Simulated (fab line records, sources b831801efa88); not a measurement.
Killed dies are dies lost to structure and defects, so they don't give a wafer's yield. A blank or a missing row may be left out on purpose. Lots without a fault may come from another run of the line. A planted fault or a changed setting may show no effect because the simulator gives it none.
Chamber matching | flow sky130 | SKY_VIA4_HDPCVD_00 on hdpcvd-02: 3 sister chambers
The step deposits SiO2, target thk 1750 nm, time 291.7 s. 3 wafers are shown with their chamber, then 9 later ones without.

WAFERS WITH THEIR CHAMBER
wafer  | chamber | run_length_s (s)
L742.5 | 1       | 319.4
L754.4 | 0       | 320.1
L754.6 | 2       | 319.7

WAFERS WITHOUT THEIR CHAMBER
wafer  | run_length_s (s)
L755.1 | 319.4
L755.2 | 320.4
L755.3 | 319.7
L756.1 | 320.1
L756.2 | 320.0
L756.4 | 319.8
L757.2 | 319.1
L757.4 | 319.7
L757.6 | 319.2

WHICH CHAMBER EACH WENT THROUGH
wafer  | from the rows above          | in truth
L755.1 | can't be placed: 1 or 2      | 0
L755.2 | 0                            | 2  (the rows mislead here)
L755.3 | can't be placed: 2 or 1      | 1
L756.1 | 0                            | 0
L756.2 | can't be placed: 0 or 2      | 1
L756.4 | can't be placed: 2 or 0 or 1 | 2
L757.2 | can't be placed: 1 or 2      | 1
L757.4 | can't be placed: 2 or 1      | 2
L757.6 | can't be placed: 1 or 2      | 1
Placed correctly: 1 of 9. Can't be placed from these rows: 7 (the true chamber is among the candidates in 5). Placed wrongly: 1.
How it was worked out, from the rows above alone: a wafer's distance from a chamber is the root of the sum, over the readings, of the square of ((its reading less the chamber's mean) divided by the reading's scatter). The wafer belongs to the nearest chamber; if the next one is less than 2 further off, it can't be placed. A chamber's mean is the mean of its shown wafers. The scatter: with one shown wafer a chamber, the root of the mean of the squares of how far each hidden wafer lies from its nearest shown one.
